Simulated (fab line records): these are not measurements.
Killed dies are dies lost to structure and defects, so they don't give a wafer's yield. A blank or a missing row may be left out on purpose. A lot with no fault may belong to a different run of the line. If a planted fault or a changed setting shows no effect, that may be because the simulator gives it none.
fab line records | flow sky130
[record] lots = 11 | wafers = 29 | last-day = 50
route steps=708 shown VIA4@641 METAL5@665 PASSIVATION@683 PAD_OPEN@701
lots untouched by any fault: they come from a run of this same line in which no faults occurred
start-h: hours from the record's first day to the start of the lot's first wafer shown | wait-h: hours from the lot's prior step to this one | " unchanged from the row above | L1.1+2: one row covering several wafers at once | - either no value or no given start | * or withheld: withheld | < > ~ a bound
route shown NAME@n: names a module that has steps shown in the file, with the first one's number in the route | usual: average and standard deviation across the fault-free wafers | same: alike in all rows | chamber/n: place in a boat | sites: the reading at each site | _std_site: their standard deviation | _edge_site: the outer-site mean with the inner-site mean subtracted | radius-mm: how far each site lies from the wafer's centre | mask NAME#n: copy n | behind: tool/chamber where the wafer was last shaped | hold: why the lot went on hold/how many hours it stayed there/how the hold came to an end | device: the n, p or np transistor that did not switch | end of line: at the end of the route, the tests of the same wafers | step lacking rows: just its recipe | killed: not the wafer's yield, but the dies lost to structure and defects at the first sort | map: the dies of a wafer, with x for killed, . for not killed, _ for no die there
set.NAME: the setting as run; set.NAME@STEP: as run at that earlier step | model.NAME: the simulator's own value behind a step, which no gauge read
route steps across a sampled set of lots; one table per step, one row per wafer
services: when a tool's chamber went out of use (start-h, in hours from the record's first day, below 0 if earlier), for how many hours, and the reason
[[steps]]
[step SKY_VIA4_CMP_02]
[recipe] material = SiO2 | down-force-psi = 4 | platen-rpm = 60 | pad-velocity-m-s = 0.94248
[usual] motor-current-A = 11.9/1.6
lot.wafer | tool   | chamber | start-h | wait-h | motor-current-A
L726.3    | cmp-02 | 1       | 995.46  | 0.0    | 13.5
L726.1    | "      | 2       | "       | "      | 13.6
L726.6    | "      | 2       | "       | "      | 12.6
L730.4    | cmp-01 | 0       | 1047.83 | 0.1    | 10.7
L730.2    | "      | 1       | "       | "      | 12.8
L730.6    | "      | 3       | "       | "      | 10.4
L733.2    | cmp-01 | 3       | 1061.46 | 0.5    | 10.0
L733.3    | "      | 2       | "       | "      | 13.5
L733.6    | "      | 3       | "       | "      | 10.1
L734.2    | cmp-01 | 1       | 1065.64 | 2.2    | 13.9
L734.3    | "      | 0       | "       | "      | 10.1
L734.6    | "      | 2       | "       | "      | 14.0
L736.3    | cmp-01 | 0       | 1066.24 | 2.2    | 9.6
L736.4    | "      | 3       | "       | "      | 10.2
L736.5    | "      | 1       | "       | "      | 13.1
L735.2    | cmp-01 | 2       | 1068.49 | 2.9    | 13.7
L740.2    | cmp-01 | 3       | 1088.01 | 0.3    | 10.7
L740.3    | "      | 0       | "       | "      | 10.3
L740.1    | "      | 1       | "       | "      | 13.3
L739.4    | cmp-01 | 0       | 1094.21 | 0.5    | 10.2
L741.2    | cmp-01 | 2       | 1103.25 | 1.7    | 13.8
L741.1    | "      | 0       | "       | "      | 9.6
L741.5    | "      | 2       | "       | "      | 13.8
L744.1    | cmp-01 | 0       | 1110.55 | 3.1    | 10.6
L744.2    | "      | 2       | "       | "      | 13.5
L744.6    | "      | 3       | "       | "      | 10.0
L748.4    | cmp-01 | 1       | 1132.84 | 0.2    | 12.6
L748.5    | "      | 2       | "       | "      | 13.2
L748.6    | "      | 3       | "       | "      | 10.4
[step SKY_METAL5_SPUTTER_04]
[recipe] material = TiN | target-thk-nm = 70 | power-w = 6500 | time-s = 58.3 | chamber-pressure-pa = 0.4
[usual] throttle-valve-pct = 30.2/1.3
lot.wafer | tool           | chamber | start-h | wait-h | throttle-valve-pct
L726.1    | pvd-sputter-03 | -       | 1020.88 | 0.0    | 31.1
L726.3    | "              | -       | "       | "      | 29.9
L726.6    | "              | -       | "       | "      | 30.3
L730.2    | pvd-sputter-03 | -       | 1071.51 | 0.0    | 29.9
L730.4    | "              | -       | "       | "      | 27.9
L730.6    | "              | -       | "       | "      | 30.1
L733.2    | pvd-sputter-04 | -       | 1085.43 | 0.0    | 28.9
L733.3    | "              | -       | "       | "      | 29.0
L733.6    | "              | -       | "       | "      | 29.0
L734.2    | pvd-sputter-02 | -       | 1087.53 | 0.0    | 32.0
L734.3    | "              | -       | "       | "      | 30.2
L734.6    | "              | -       | "       | "      | 30.3
L736.3    | pvd-sputter-04 | -       | 1088.13 | 0.0    | 31.6
L736.4    | "              | -       | "       | "      | 31.4
L736.5    | "              | -       | "       | "      | 29.2
L735.2    | pvd-sputter-04 | -       | 1090.72 | 0.0    | 29.2
L740.1    | pvd-sputter-03 | -       | 1113.76 | 0.0    | 28.0
L740.2    | "              | -       | "       | "      | 30.1
L740.3    | "              | -       | "       | "      | 29.9
L739.4    | pvd-sputter-02 | -       | 1115.58 | 0.0    | 30.2
L741.1    | pvd-sputter-02 | -       | 1124.34 | 0.0    | 30.2
L741.2    | "              | -       | "       | "      | 32.2
L741.5    | "              | -       | "       | "      | 30.4
L744.1    | pvd-sputter-02 | -       | 1132.32 | 0.0    | 32.3
L744.2    | "              | -       | "       | "      | 30.2
L744.6    | "              | -       | "       | "      | 31.9
L748.4    | pvd-sputter-02 | -       | 1154.78 | 0.0    | 31.9
L748.5    | "              | -       | "       | "      | 30.3
L748.6    | "              | -       | "       | "      | 32.2
[step SKY_METAL5_DESCUM_14]
[recipe] chemistry = O2 | source-power-w = 150 | bias-power-w = 0 | pressure-mtorr = 10 | temp-c = 40 | time-s = 11
[usual] drypump-motor-current-A = 5.4/0.5 | he-backside-leak-sccm = 3.45/0.19 | oes-product-au = 1.003/0.012
[same] bias-power-w = 0
lot.wafer | tool         | chamber | start-h | wait-h | drypump-motor-current-A | he-backside-leak-sccm | oes-product-au | rf-hours-counter-h
L726.1    | rie-metal-04 | 0       | 1042.88 | 0.1    | 5.5                     | 3.44                  | 1.027          | 11
L726.3    | "            | 1       | "       | "      | 6.3                     | 3.59                  | 0.996          | -
L726.6    | "            | 0       | "       | "      | 5.5                     | 3.43                  | 1.030          | -
L730.2    | rie-metal-02 | 1       | 1091.13 | 0.1    | 5.3                     | 3.60                  | 1.006          | 8
L730.4    | "            | 1       | "       | "      | 5.3                     | 3.46                  | 0.999          | -
L730.6    | "            | 1       | "       | "      | 5.3                     | 3.39                  | 1.004          | -
L733.2    | rie-metal-04 | 0       | 1105.63 | 0.1    | 5.5                     | 3.42                  | 1.012          | 14
L733.3    | "            | 1       | "       | "      | 6.3                     | 3.63                  | 0.982          | -
L733.6    | "            | 0       | "       | "      | 5.6                     | 3.48                  | 1.017          | -
L734.2    | rie-metal-02 | 0       | 1107.49 | 0.1    | 4.7                     | 3.52                  | 0.997          | 3
L734.3    | "            | 1       | "       | "      | 5.4                     | 3.79                  | 1.004          | -
L734.6    | "            | 0       | "       | "      | 4.7                     | 3.41                  | 0.996          | -
L736.3    | rie-metal-04 | 0       | 1108.03 | 0.1    | 5.5                     | 3.41                  | 1.011          | -
L736.4    | "            | 1       | "       | "      | 6.3                     | 3.65                  | 0.993          | -
L736.5    | "            | 1       | "       | "      | 6.3                     | 3.52                  | 0.983          | -
L735.2    | rie-metal-04 | 0       | 1110.19 | 0.1    | 5.5                     | 3.49                  | 1.013          | -
L740.1    | rie-metal-03 | 0       | 1131.64 | 0.1    | 4.9                     | 3.28                  | 1.004          | 16
L740.2    | "            | 1       | "       | "      | 5.5                     | 3.50                  | 1.010          | 24
L740.3    | "            | 0       | "       | "      | 4.9                     | 3.26                  | 0.993          | -
L739.4    | rie-metal-03 | 1       | 1135.95 | 0.1    | 5.5                     | 3.56                  | 1.003          | -
L741.1    | rie-metal-02 | 0       | 1144.13 | 0.1    | 4.7                     | 3.48                  | 0.988          | 6
L741.2    | "            | 1       | "       | "      | 5.3                     | 3.43                  | 0.998          | 13
L741.5    | "            | 1       | "       | "      | 5.3                     | 3.47                  | 1.013          | -
L744.1    | rie-metal-04 | 0       | 1151.72 | 0.1    | 5.5                     | 3.41                  | 1.009          | 20
L744.2    | "            | 1       | "       | "      | 6.3                     | 3.46                  | 1.000          | 1
L744.6    | "            | 0       | "       | "      | 5.5                     | 3.51                  | 1.017          | -
L748.4    | rie-metal-04 | 0       | 1171.79 | 0.1    | 5.5                     | 3.38                  | 1.010          | -
L748.5    | "            | 1       | "       | "      | 6.4                     | 3.44                  | 0.984          | -
L748.6    | "            | 0       | "       | "      | 5.5                     | 3.45                  | 1.015          | -
[step SKY_PASSIVATION_CVD_02]
[recipe] material = Si3N4 | target-thk-nm = 540 | temp-c = 400 | time-s = withheld | rf-w = 450
[usual] heater-power-w = 703/93
lot.wafer | tool     | chamber | start-h | wait-h | heater-power-w
L726.1    | pecvd-02 | 1       | 1043.83 | 0.1    | 698
L726.3    | "        | 2       | "       | "      | 710
L726.6    | "        | 0       | "       | "      | 639
L730.2    | pecvd-02 | 0       | 1092.42 | 0.0    | 787
L730.4    | "        | 0       | "       | "      | 654
L730.6    | "        | 2       | "       | "      | 722
L733.2    | pecvd-04 | 2       | 1107.01 | 0.0    | 725
L733.3    | "        | 1       | "       | "      | 597
L733.6    | "        | 2       | "       | "      | 735
L734.2    | pecvd-03 | 1       | 1108.51 | 0.0    | 907
L734.3    | "        | 2       | "       | "      | 887
L734.6    | "        | 1       | "       | "      | 714
L736.3    | pecvd-02 | 0       | 1109.10 | 0.0    | 633
L736.4    | "        | 2       | "       | "      | 666
L736.5    | "        | 0       | "       | "      | 697
L735.2    | pecvd-02 | 2       | 1111.57 | 0.0    | 621
L740.1    | pecvd-03 | 2       | 1132.58 | 0.1    | 837
L740.2    | "        | 1       | "       | "      | 741
L740.3    | "        | 0       | "       | "      | 733
L739.4    | pecvd-02 | 2       | 1136.99 | 0.1    | 727
L741.1    | pecvd-04 | 1       | 1145.07 | 0.1    | 604
L741.2    | "        | 0       | "       | "      | 689
L741.5    | "        | 2       | "       | "      | 705
L744.1    | pecvd-04 | 2       | 1152.67 | 0.1    | 747
L744.2    | "        | 0       | "       | "      | 673
L744.6    | "        | 1       | "       | "      | 580
L748.4    | pecvd-04 | 1       | 1172.83 | 0.1    | 589
L748.5    | "        | 2       | "       | "      | 734
L748.6    | "        | 0       | "       | "      | 668
[step SKY_PASSIVATION_THK_MEAS_03]
[recipe] reads = Si3N4_of_PASSIVATION_CVD_02
[usual] PASSIVATION_CVD_02_THK = 539/7.2
lot.wafer | tool          | chamber | start-h | wait-h | PASSIVATION_CVD_02_THK[nm]
L726.1    | film-metro-02 | -       | 1044.05 | -      | 540
L726.3    | "             | -       | "       | "      | 536
L726.6    | "             | -       | "       | "      | 542
L730.2    | film-metro-02 | -       | 1092.65 | -      | 533
L730.4    | "             | -       | "       | "      | 535
L730.6    | "             | -       | "       | "      | 541
L733.2    | film-metro-02 | -       | 1107.24 | -      | 531
L733.3    | "             | -       | "       | "      | 534
L733.6    | "             | -       | "       | "      | 544
L734.2    | film-metro-03 | -       | 1108.83 | -      | 542
L734.3    | "             | -       | "       | "      | 534
L734.6    | "             | -       | "       | "      | 562
L736.3    | film-metro-02 | -       | 1109.34 | -      | 535
L736.4    | "             | -       | "       | "      | 547
L736.5    | "             | -       | "       | "      | 548
L735.2    | film-metro-02 | -       | 1111.80 | -      | 472
L740.1    | film-metro-02 | -       | 1132.81 | -      | 533
L740.2    | "             | -       | "       | "      | 541
L740.3    | "             | -       | "       | "      | 540
L739.4    | film-metro-03 | -       | 1137.14 | -      | 478
L741.1    | film-metro-02 | -       | 1145.29 | -      | 532
L741.2    | "             | -       | "       | "      | 527
L741.5    | "             | -       | "       | "      | 542
L744.1    | film-metro-03 | -       | 1152.89 | -      | 539
L744.2    | "             | -       | "       | "      | 527
L744.6    | "             | -       | "       | "      | 536
L748.4    | film-metro-03 | -       | 1172.97 | -      | 541
L748.5    | "             | -       | "       | "      | 545
L748.6    | "             | -       | "       | "      | 539
[step SKY_PASSIVATION_ETCH_11]
[recipe] chemistry = CF4/O2 | target-depth-nm = 725 | stop-on = AlCu | source-w = 800 | bias-w = 150 | pressure-mtorr = 150 | cf4-flow-sccm = 80 | O2_flow_sccm = 10 | time-s = 161.1
[usual] drypump-motor-current-A = 5.7/0.49 | oes-product-au = 0.977/0.0075 | throttle-valve-pct = 5.964/0.0091
lot.wafer | tool        | chamber | start-h | wait-h | drypump-motor-current-A | oes-product-au | rf-hours-counter-h | throttle-valve-pct
L726.1    | rie-diel-01 | 3       | 1066.03 | -      | 5.9                     | 0.982          | 14                 | 5.978
L726.3    | "           | 0       | "       | "      | 5.0                     | 0.983          | 18                 | 5.982
L726.6    | "           | 3       | "       | "      | 5.9                     | 0.981          | -                  | 5.983
L730.2    | rie-diel-02 | 2       | 1111.19 | -      | 5.5                     | 0.972          | 29                 | 5.948
L730.4    | "           | 3       | "       | "      | 6.8                     | 0.974          | 23                 | 5.971
L730.6    | "           | 2       | "       | "      | 5.5                     | 0.986          | -                  | 5.970
L733.2    | rie-diel-01 | 1       | 1126.09 | -      | 5.6                     | 0.969          | 12                 | 5.970
L733.3    | "           | 3       | "       | "      | 6.0                     | 0.965          | 16                 | 5.977
L733.6    | "           | 3       | "       | "      | 5.9                     | 0.969          | -                  | 5.957
L734.2    | rie-diel-02 | 3       | 1127.59 | -      | 6.8                     | 0.986          | 24                 | 5.956
L734.3    | "           | 0       | "       | "      | 6.3                     | 0.967          | 25                 | 5.955
L734.6    | "           | 0       | "       | "      | 6.3                     | 0.985          | -                  | 5.960
L736.3    | rie-diel-01 | 0       | 1128.93 | -      | 5.0                     | 0.969          | 20                 | 5.981
L736.4    | "           | 2       | "       | "      | 5.7                     | 0.985          | 15                 | 5.960
L736.5    | "           | 0       | "       | "      | 5.0                     | 0.984          | -                  | 5.960
L735.2    | rie-diel-01 | 3       | 1131.33 | -      | 6.0                     | 0.927          | 16                 | 5.957
L740.1    | rie-diel-03 | 1       | 1152.44 | -      | 5.4                     | 0.970          | 17                 | 5.942
L740.2    | "           | 3       | "       | "      | 5.2                     | 0.983          | 9                  | 5.970
L740.3    | "           | 2       | "       | "      | 5.1                     | 0.966          | 19                 | 5.968
L739.4    | rie-diel-01 | 1       | 1156.24 | -      | 5.6                     | 0.929          | 13                 | 5.936
L741.1    | rie-diel-01 | 3       | 1162.78 | -      | 6.0                     | 0.971          | 17                 | 5.950
L741.2    | "           | 2       | "       | "      | 5.6                     | 0.968          | 16                 | 5.963
L741.5    | "           | 2       | "       | "      | 5.6                     | 0.976          | -                  | 5.962
L744.1    | rie-diel-01 | 2       | 1170.49 | -      | 5.6                     | 0.979          | 16                 | 5.961
L744.2    | "           | 1       | "       | "      | 5.6                     | 0.967          | 14                 | 5.955
L744.6    | "           | 3       | "       | "      | 5.9                     | 0.962          | -                  | 5.947
L748.4    | rie-diel-02 | 1       | 1188.93 | -      | 5.6                     | 0.983          | 22                 | 5.973
L748.5    | "           | 2       | "       | "      | 5.5                     | 0.978          | -                  | 5.973
L748.6    | "           | 3       | "       | "      | 6.8                     | 0.975          | -                  | 5.968
[step SKY_PAD_OPEN_ETCH_07]
[recipe] chemistry = CF4/O2 | target-depth-nm = 725 | stop-on = AlCu | source-w = 800 | bias-w = 150 | pressure-mtorr = 150 | cf4-flow-sccm = 80 | O2_flow_sccm = 10 | time-s = 161.1
[usual] drypump-motor-current-A = 5.7/0.62 | oes-product-au = 0.978/0.0076 | throttle-valve-pct = 5.964/0.0097
lot.wafer | tool        | chamber | start-h | wait-h | drypump-motor-current-A | oes-product-au | rf-hours-counter-h | throttle-valve-pct
L726.1    | rie-diel-04 | 3       | 1085.73 | -      | 5.2                     | 0.977          | 26                 | 5.959
L726.3    | "           | 0       | "       | "      | 5.0                     | 0.977          | 10                 | 5.957
L726.6    | "           | 1       | "       | "      | 6.3                     | 0.989          | -                  | 5.973
L730.2    | rie-diel-04 | 0       | 1131.02 | -      | 5.0                     | 0.979          | 12                 | 5.974
L730.4    | "           | 2       | "       | "      | 5.0                     | 0.975          | -                  | 5.959
L730.6    | "           | 0       | "       | "      | 5.0                     | 0.980          | -                  | 5.950
L733.2    | rie-diel-02 | 3       | 1146.52 | -      | 6.8                     | 0.980          | 25                 | 5.958
L733.3    | "           | 1       | "       | "      | 5.5                     | 0.973          | 20                 | 5.957
L733.6    | "           | 0       | "       | "      | 6.3                     | 0.975          | -                  | 5.968
L734.2    | rie-diel-03 | 2       | 1147.28 | -      | 5.1                     | 0.978          | 18                 | 5.961
L734.3    | "           | 3       | "       | "      | 5.2                     | 0.978          | 8                  | 5.969
L734.6    | "           | 3       | "       | "      | 5.2                     | 0.988          | -                  | 5.964
L736.3    | rie-diel-04 | 2       | 1148.78 | -      | 5.0                     | 0.983          | 21                 | 5.966
L736.4    | "           | 3       | "       | "      | 5.2                     | 0.981          | 29                 | 5.959
L736.5    | "           | 0       | "       | "      | 5.0                     | 0.984          | -                  | 5.976
L735.2    | rie-diel-03 | 1       | 1151.07 | -      | 5.4                     | 0.922          | 17                 | 5.944
L740.1    | rie-diel-02 | 2       | 1170.07 | -      | 5.5                     | 0.967          | 31                 | 5.965
L740.2    | "           | 3       | "       | "      | 6.8                     | 0.980          | 26                 | 5.958
L740.3    | "           | 0       | "       | "      | 6.3                     | 0.970          | 27                 | 5.972
L739.4    | rie-diel-02 | 2       | 1174.42 | -      | 5.5                     | 0.926          | 32                 | 5.949
L741.1    | rie-diel-04 | 3       | 1180.53 | -      | 5.2                     | 0.970          | 30                 | 5.958
L741.2    | "           | 1       | "       | "      | 6.3                     | 0.964          | 13                 | 5.966
L741.5    | "           | 0       | "       | "      | 5.1                     | 0.989          | -                  | 5.969
L744.1    | rie-diel-04 | 1       | 1187.33 | -      | 6.3                     | 0.974          | 13                 | 5.964
L744.2    | "           | 2       | "       | "      | 5.0                     | 0.964          | 22                 | 5.978
L744.6    | "           | 3       | "       | "      | 5.2                     | 0.973          | -                  | 5.946
L748.4    | rie-diel-03 | 1       | 1204.78 | -      | 5.4                     | 0.981          | 18                 | 5.967
L748.5    | "           | 1       | "       | "      | 5.4                     | 0.988          | -                  | 5.962
L748.6    | "           | 2       | "       | "      | 5.1                     | 0.984          | -                  | 5.963
[[services]]
tool         | chamber | start-h | hours | kind
rie-diel-04  | -       | 980.94  | 0.4   | repair
pecvd-04     | 2       | 987.48  | 6.3   | repair
rie-diel-02  | 2       | 991.44  | 12.5  | repair
rie-diel-01  | -       | 992.18  | 2.8   | pm
rie-diel-04  | -       | 997.98  | 0.2   | repair
cmp-01       | -       | 1001.59 | 17.6  | pm
rie-diel-04  | 0       | 1036.99 | 5.0   | repair
rie-diel-01  | 1       | 1050.78 | 21.2  | repair
rie-diel-02  | 3       | 1065.46 | 10.1  | repair
cmp-01       | -       | 1101.00 | 1.3   | repair
cmp-01       | -       | 1106.19 | 1.0   | repair
rie-metal-04 | 1       | 1109.39 | 8.8   | repair
rie-diel-04  | 1       | 1122.01 | 14.9  | repair
rie-diel-01  | -       | 1135.49 | 4.3   | pm
cmp-01       | -       | 1139.85 | 4.0   | pm
rie-diel-02  | 1       | 1154.45 | 19.5  | repair
rie-diel-04  | 1       | 1167.04 | 6.6   | repair
cmp-01       | -       | 1169.02 | 3.4   | repair
rie-diel-04  | -       | 1171.17 | 4.3   | repair
cmp-01       | -       | 1172.69 | 1.1   | repair
cmp-01       | -       | 1176.52 | 0.7   | repair
rie-diel-01  | 0       | 1183.96 | 1.7   | repair
pecvd-04     | 0       | 1192.20 | 5.7   | repair
rie-diel-02  | 0       | 1197.23 | 7.3   | repair
[[key]]
[first-sign] step = SKY_PASSIVATION_THK_MEAS_03 | reading = PASSIVATION_CVD_02_THK | direction = down | sigmas = 9 | usual = 539 | struck = 475
[effect] step = SKY_PASSIVATION_ETCH_11 | reading = oes-product-au | direction = down | sigmas = 6.6 | usual = 0.977 | struck = 0.928
[effect] step = SKY_PAD_OPEN_ETCH_07 | reading = oes-product-au | direction = down | sigmas = 7.1 | usual = 0.978 | struck = 0.924
met-at SKY_PASSIVATION_CVD_02
struck-lots L735,L739
struck-wafers L735.2,L739.4
tester-left-out L735,L739
not-acting-at SKY_VIA4_CMP_02,SKY_METAL5_SPUTTER_04,SKY_METAL5_DESCUM_14
onset-between 1109.10 1111.57
[earlier-fault] kind = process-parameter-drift | tool = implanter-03 | chamber = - | onset-h = 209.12 | steps = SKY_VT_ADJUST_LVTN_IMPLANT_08 | channel = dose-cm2 | offset = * | shape = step | end-h = 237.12 | acts-in = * | stated = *
[earlier-fault] kind = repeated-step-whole | tool = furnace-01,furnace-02 | chamber = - | onset-h = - | steps = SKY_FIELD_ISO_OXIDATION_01 | times = 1 | scope = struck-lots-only
[fault] kind = process-parameter-drift | tool = pecvd-02 | chamber = 2 | onset-h = 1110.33 | steps = SKY_PASSIVATION_CVD_02 | channel = time-s | offset = withheld | shape = step | acts-in = *
// tester-left-out: of these lots the tester's yield and bins aren't shown, on N5 and GAA mostly nor the transistor test; their killed dies are dies lost to structure and defects alone, not to doping, threshold or leakage, so they don't give the yield
